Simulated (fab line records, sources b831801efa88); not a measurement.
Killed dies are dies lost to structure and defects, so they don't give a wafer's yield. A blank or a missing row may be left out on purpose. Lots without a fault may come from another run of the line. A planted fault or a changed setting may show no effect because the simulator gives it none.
One fault seen from 2 desks | flow gf180mcu | each desk has only its own numbers; what lay behind them comes last

THE TOOL OWNER'S DESK: implanter-04
The tool's own readings at GF_MVSD_IMPLANT_08: means of the sampled wafers that have a number, for each lot that ran on this tool. A lot is out of limits, marked OUT, if its mean lies more than 4 standard deviations from the usual mean; the brackets give that distance.
Columns: A = beam_on_s at GF_MVSD_IMPLANT_08, usual 9.99 s; B = end_station_pressure_torr at GF_MVSD_IMPLANT_08, usual 5.02e-06 Torr; C = faraday_current_uA at GF_MVSD_IMPLANT_08, usual 90.3
lot  | first seen here | A                | B                          | C
L245 | day 5 14:52     | 10.06            | 4.95e-06                   | 89.9
L248 | day 6 08:13     | 10.10            | 5.11e-06                   | 89.4
L252 | day 7 08:04     | 11.26 (+6.7) OUT | 7.60e-05 (+99 or more) OUT | 78.3 (-7.1) OUT
This desk's finding: out of limits on L252; first on L252, day 7 08:04 (beam_on_s at GF_MVSD_IMPLANT_08). In limits: L245, L248.

THE METROLOGY DESK
What the gauges read, lot by lot, whatever tool the lot ran on: means of the sampled wafers that have a number. A lot is out of limits, marked OUT, if its mean lies more than 4 standard deviations from the usual mean; the brackets give that distance.
Columns: A = cd_nm at GF_STI_CD_MEAS_12, usual 219.8 nm; B = STI_OXIDATION_01_THK at GF_STI_THK_MEAS_22, usual 15.08 nm; C = MVSD_TW at GF_MVSD_TW_MEAS_11, usual 1582; D = MVSD_RS at GF_VT_IMPLANT_RS_MEAS_46, usual 456.8 ohm/sq
lot  | first seen here | A     | B     | C    | D
L242 | day 2 11:20     | 219.7 | 15.23 | 1601 | 458.3
L243 | day 2 16:58     | 219.9 | 14.70 | 1593 | 456.1
L244 | day 2 22:31     | 219.5 | 14.92 | 1566 | 455.5
L245 | day 3 02:44     | 221.7 | 14.98 | 1568 | 458.3
L247 | day 3 14:35     | 221.3 | 14.97 | 1582 | 456.7
L248 | day 3 19:08     | 219.0 | 15.19 | 1575 | 455.6
L252 | day 4 16:08     | 219.3 | 14.71 | 1619 | 431.5 (-18) OUT
L257 | day 5 17:13     | 221.7 | 15.48 | 1598 | 454.7
L259 | day 6 02:56     | 220.1 | 15.10 | 1598 | 458.1
L260 | day 6 09:41     | 218.5 | 15.21 | 1574 | 454.3
L262 | day 6 18:50     | 217.7 | 15.12 | 1592 | 456.5
L263 | day 7 04:11     | 222.1 | 15.55 | 1594 | 457.6
This desk's finding: out of limits on L252; first on L252, day 10 21:43 (MVSD_RS at GF_VT_IMPLANT_RS_MEAS_46). In limits: L242, L243, L244, L245, L247, L248, L257, L259, L260, L262, L263.

PUT TOGETHER
The tool owner's desk could have raised an alarm at day 7 08:04, on L252.
The metrology desk could have raised an alarm at day 10 21:43, on L252.
Of the lots named, all ran GF_MVSD_IMPLANT_08 on implanter-04.

WHAT THE SIMULATOR HAD PUT IN
Process parameter drift: implanter-04, from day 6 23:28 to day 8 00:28, at GF_MVSD_IMPLANT_08. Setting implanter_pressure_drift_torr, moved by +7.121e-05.
Process parameter drift: implanter-04, from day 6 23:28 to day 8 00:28, at GF_MVSD_IMPLANT_08. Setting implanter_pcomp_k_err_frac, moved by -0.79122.
Lots struck among those shown: L252.
Hours from the fault's start to each desk's first reading out of limits: the tool owner's desk, 9; the metrology desk, 94.
